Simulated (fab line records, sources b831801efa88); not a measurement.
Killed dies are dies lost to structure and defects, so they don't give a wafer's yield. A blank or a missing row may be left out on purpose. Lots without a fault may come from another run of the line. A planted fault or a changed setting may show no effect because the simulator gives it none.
One fault seen from 2 desks | flow sky130 | each desk has only its own numbers; what lay behind them comes last

THE TOOL OWNER'S DESK: litho_track-01
The tool's own readings at SKY_VT_ADJUST_HVTP_DEVELOP_06 (develop time 60 s): means of the sampled wafers that have a number, for each lot that ran on this tool. A lot is out of limits, marked OUT, if its mean lies more than 4 standard deviations from the usual mean; the brackets give that distance.
Columns: A = chill_plate_temp_C at SKY_VT_ADJUST_HVTP_DEVELOP_06, usual 23.00 C
lot  | first seen here | A
L572 | day 7 05:24     | 22.97
L579 | day 9 07:33     | 23.05
L584 | day 10 14:30    | 22.98
L585 | day 10 21:01    | 22.80
This desk's finding: nothing out of limits on any of the 4 lots.

THE METROLOGY DESK
What the gauges read, lot by lot, whatever tool the lot ran on: means of the sampled wafers that have a number. A lot is out of limits, marked OUT, if its mean lies more than 4 standard deviations from the usual mean; the brackets give that distance.
Columns: A = cd_nm at SKY_VT_ADJUST_HVTP_CD_MEAS_07, usual 379.5 nm; B = VT_ADJUST_HVTP_OVL at SKY_VT_ADJUST_HVTP_OVL_MEAS_08, usual -0.7 nm; C = VT_ADJUST_HVTP_TW at SKY_VT_ADJUST_HVTP_TW_MEAS_11, usual 1353
lot  | first seen here | A     | B    | C
L568 | day 6 08:52     | 378.4 | -0.7 | 1368
L569 | day 6 13:35     | 377.4 | 0.8  | 1341
L570 | day 6 17:01     | 378.3 | 0.8  | 1344
L572 | day 7 05:33     | 376.3 | -2.0 | 1347
L573 | day 7 13:35     | 378.4 | 0.5  | 1348
L575 | day 7 23:49     | 380.6 | -2.5 | 1346
L576 | day 8 09:21     | 382.2 | -0.7 | 1340
L579 | day 9 07:41     | 380.8 | -1.6 | 1362
L584 | day 10 14:39    | 381.3 | -3.1 | 696 (-66) OUT
L585 | day 10 21:34    | -     | -    | 30 (-99 or more) OUT
L587 | day 11 05:58    | 382.1 | -1.2 | 1340
L588 | day 11 10:37    | 377.4 | -3.0 | 1366
L589 | day 11 17:49    | 382.2 | 1.2  | 1360
L590 | day 12 00:23    | 381.6 | -0.4 | 1342
This desk's finding: out of limits on L584, L585; first on L584, day 10 15:03 (VT_ADJUST_HVTP_TW at SKY_VT_ADJUST_HVTP_TW_MEAS_11). In limits: L568, L569, L570, L572, L573, L575, L576, L579, L587, L588, L589, L590.

PUT TOGETHER
The metrology desk could have raised an alarm at day 10 15:03, on L584, L585.
The tool owner's desk saw nothing out of limits.
The tool owner's desk has L584, L585 on record, within its limits.
Of the lots named, all ran SKY_VT_ADJUST_HVTP_DEVELOP_06 on litho_track-01.

WHAT THE SIMULATOR HAD PUT IN
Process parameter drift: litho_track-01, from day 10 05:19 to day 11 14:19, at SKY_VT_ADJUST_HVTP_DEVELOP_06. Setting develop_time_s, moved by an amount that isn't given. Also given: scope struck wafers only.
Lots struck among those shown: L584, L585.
Hours from the fault's start to each desk's first reading out of limits: the metrology desk, 10.
